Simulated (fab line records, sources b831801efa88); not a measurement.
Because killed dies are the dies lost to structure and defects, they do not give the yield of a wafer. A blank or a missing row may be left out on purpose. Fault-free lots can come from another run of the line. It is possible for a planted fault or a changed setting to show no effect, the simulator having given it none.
Which tool was responsible? | flow sky130 | 13 lots, 39 wafers sampled, at 5 steps of a route of 708

WHAT EACH GAUGE READ, for each wafer
SKY_METAL2_CD_MEAS_15: the cd target is 140 nm. Usual: cd_nm 140.3 nm, standard deviation 1.4.
lot  | measured     | on        | cd_nm (nm)        | flag
L332 | day 36 06:04 | cd_sem-02 | 139.7 140.6 141.2 |
L333 | day 36 11:19 | cd_sem-01 | 138.4 139.2 139.5 |
L335 | day 36 12:30 | cd_sem-01 | 140.9 141.5 142.9 |
L336 | day 36 14:19 | cd_sem-01 | 140.4 140.2 140.7 |
L337 | day 36 15:02 | cd_sem-02 | 137.9 139.8 139.4 |
L339 | day 37 11:58 | cd_sem-01 | 140.7 140.2 141.2 |
L341 | day 37 19:59 | cd_sem-01 | 137.7 139.0 138.2 |
L343 | day 38 06:37 | cd_sem-01 | 140.1 140.5 140.5 |
L342 | day 38 07:16 | cd_sem-01 | 140.2 140.8 139.4 |
L346 | day 39 05:24 | cd_sem-02 | 140.9 140.5 139.0 |
L350 | day 41 01:14 | cd_sem-02 | 138.5 136.3 137.4 |
L351 | day 41 02:11 | cd_sem-02 | 140.1 139.0 137.6 |
L355 | day 42 00:32 | cd_sem-02 | 142.2 140.8 142.9 |

SKY_VIA2_THK_MEAS_01. Usual: VIA2_HDPCVD_THK 1185 nm, standard deviation 13.
lot  | measured     | on            | VIA2_HDPCVD_THK (nm) | flag
L332 | day 36 07:07 | film_metro-02 | 1213 1200 1204       |
L333 | day 36 13:24 | film_metro-04 | 1170 1163 1174       |
L335 | day 36 13:39 | film_metro-02 | 1207 1185 1184       |
L336 | day 36 15:26 | film_metro-04 | 1201 1187 1181       |
L337 | day 36 16:06 | film_metro-04 | 1186 1196 1201       |
L339 | day 37 13:03 | film_metro-04 | 1185 1193 1184       |
L341 | day 37 21:04 | film_metro-02 | 1183 1187 1193       |
L343 | day 38 08:04 | film_metro-02 | 2411 2394 2401       | OFF
L342 | day 38 08:19 | film_metro-04 | 1181 1181 1182       |
L346 | day 39 06:45 | film_metro-02 | 2388 2365 2378       | OFF
L350 | day 41 02:22 | film_metro-04 | 1188 1197 1191       |
L351 | day 41 03:19 | film_metro-02 | 1179 1197 1174       |
L355 | day 42 01:34 | film_metro-01 | 1186 1185 1156       |

SKY_VIA2_THK_MEAS_23: measures by xrf. Usual: VIA2_W_THK 431 nm, standard deviation 8.6.
lot  | measured     | on            | VIA2_W_THK (nm) | flag
L332 | day 37 10:44 | film_metro-01 | 443 436 440     |
L333 | day 37 17:02 | film_metro-02 | 417 422 416     |
L335 | day 37 17:12 | film_metro-04 | 426 437 424     |
L336 | day 37 19:10 | film_metro-02 | 418 416 414     |
L337 | day 37 19:55 | film_metro-04 | 440 427 430     |
L339 | day 38 15:59 | film_metro-04 | 435 434 432     |
L341 | day 38 23:31 | film_metro-01 | 444 443 445     |
L343 | day 39 10:08 | film_metro-01 | 433 434 434     |
L342 | day 39 10:32 | film_metro-04 | 437 437 434     |
L346 | day 40 08:07 | film_metro-01 | 423 436 430     |
L350 | day 42 03:01 | film_metro-02 | 420 422 422     |
L351 | day 42 04:49 | film_metro-04 | 439 433 430     |
L355 | day 43 01:59 | film_metro-02 | 428 437 427     |

TOOL THAT RAN EACH LOT (tool first, then ch and the chambers of the sampled wafers, then the start)
lot  | SKY_METAL2_DESCUM_17              | SKY_VIA2_HDPCVD_00
L332 | rie_metal-01 ch 1, day 36 06:13   | hdpcvd-01 ch 0,1, day 36 06:59
L333 | rie_metal-04 ch 0,1, day 36 11:49 | hdpcvd-02 ch 0,1,2, day 36 13:16
L335 | rie_metal-01 ch 0,1, day 36 12:40 | hdpcvd-01 ch 1,2, day 36 13:32
L336 | rie_metal-02 ch 0,1, day 36 14:28 | hdpcvd-01 ch 0,2, day 36 15:18
L337 | rie_metal-02 ch 0,1, day 36 15:12 | hdpcvd-01 ch 1,2, day 36 15:59
L339 | rie_metal-01 ch 0,1, day 37 12:06 | hdpcvd-02 ch 0,1,2, day 37 12:55
L341 | rie_metal-04 ch 0,1, day 37 20:09 | hdpcvd-01 ch 1,2, day 37 20:56
L343 | rie_metal-01 ch 0,1, day 38 06:46 | hdpcvd-01 ch 0,1, day 38 07:38
L342 | rie_metal-04 ch 0,1, day 38 07:24 | hdpcvd-02 ch 1,2, day 38 08:11
L346 | rie_metal-04 ch 0,1, day 39 05:34 | hdpcvd-02 ch 1,2, day 39 06:20
L350 | rie_metal-02 ch 0,1, day 41 01:24 | hdpcvd-02 ch 1,2, day 41 02:11
L351 | rie_metal-02 ch 0, day 41 02:21   | hdpcvd-02 ch 2, day 41 03:08
L355 | rie_metal-02 ch 0,1, day 42 00:40 | hdpcvd-02 ch 0,2, day 42 01:26
- SKY_METAL2_DESCUM_17: chemistry O2, time 8 s.
- SKY_VIA2_HDPCVD_00: deposits SiO2, target thk 1180 nm, time 196.7 s.

WHAT THE TOOLS THEMSELVES READ (means of the sampled wafers that have a number; where no wafer has one, the mark that the record gives instead)
SKY_METAL2_DESCUM_17. Usual: drypump_motor_current_A 6.0 A, standard deviation 0.5; oes_product_au 1.002 a.u., standard deviation 0.0098.
lot  | tool         | drypump_motor_current_A (A) | oes_product_au (a.u.) | flag
L332 | rie_metal-01 | 6.4                         | 1.018                 |
L333 | rie_metal-04 | 6.3                         | 0.999                 |
L335 | rie_metal-01 | 6.3                         | 1.008                 |
L336 | rie_metal-02 | 5.2                         | 1.005                 |
L337 | rie_metal-02 | 5.2                         | 1.004                 |
L339 | rie_metal-01 | 6.1                         | 1.000                 |
L341 | rie_metal-04 | 6.3                         | 0.991                 |
L343 | rie_metal-01 | 6.3                         | 1.015                 |
L342 | rie_metal-04 | 6.3                         | 0.993                 |
L346 | rie_metal-04 | 6.4                         | 0.998                 |
L350 | rie_metal-02 | 5.2                         | 0.995                 |
L351 | rie_metal-02 | 5.0                         | 1.001                 |
L355 | rie_metal-02 | 5.2                         | 1.012                 |

SKY_VIA2_HDPCVD_00. Usual: pressure_mtorr 6.000 mTorr, standard deviation 0.011.
lot  | tool      | pressure_mtorr (mTorr) | flag
L332 | hdpcvd-01 | 5.993                  |
L333 | hdpcvd-02 | 5.997                  |
L335 | hdpcvd-01 | 6.014                  |
L336 | hdpcvd-01 | 6.014                  |
L337 | hdpcvd-01 | 5.991                  |
L339 | hdpcvd-02 | 5.997                  |
L341 | hdpcvd-01 | 6.003                  |
L343 | hdpcvd-01 | 6.009                  |
L342 | hdpcvd-02 | 5.998                  |
L346 | hdpcvd-02 | 6.002                  |
L350 | hdpcvd-02 | 6.008                  |
L351 | hdpcvd-02 | 5.979                  |
L355 | hdpcvd-02 | 5.994                  |

THE ANSWER, worked out from the rows above alone
Rule: take the mean of a lot's wafers that have a number; if it is more than 3 standard deviations from the usual mean, the lot is off. A lot without any number at a reading at which 4 lots or more have one is off too. All remaining lots with rows at the step are treated as sound. First the gauges in route order, then the tools' own readings, where a lot's mean is used as printed above. At the first step where some lot is off, the reading lying furthest off is the one used; lots without a number count as furthest.
Off: L343, L346, at SKY_VIA2_THK_MEAS_01 (VIA2_HDPCVD_THK).
If a tool, at a process step before that reading, ran all the lots that are off and no sound lot after the first of them, it fits. Gauges at SKY_VIA2_THK_MEAS_01: tried the same way as those tools. None of those tried fits.

WHAT HAD BEEN PUT IN BY THE SIMULATOR
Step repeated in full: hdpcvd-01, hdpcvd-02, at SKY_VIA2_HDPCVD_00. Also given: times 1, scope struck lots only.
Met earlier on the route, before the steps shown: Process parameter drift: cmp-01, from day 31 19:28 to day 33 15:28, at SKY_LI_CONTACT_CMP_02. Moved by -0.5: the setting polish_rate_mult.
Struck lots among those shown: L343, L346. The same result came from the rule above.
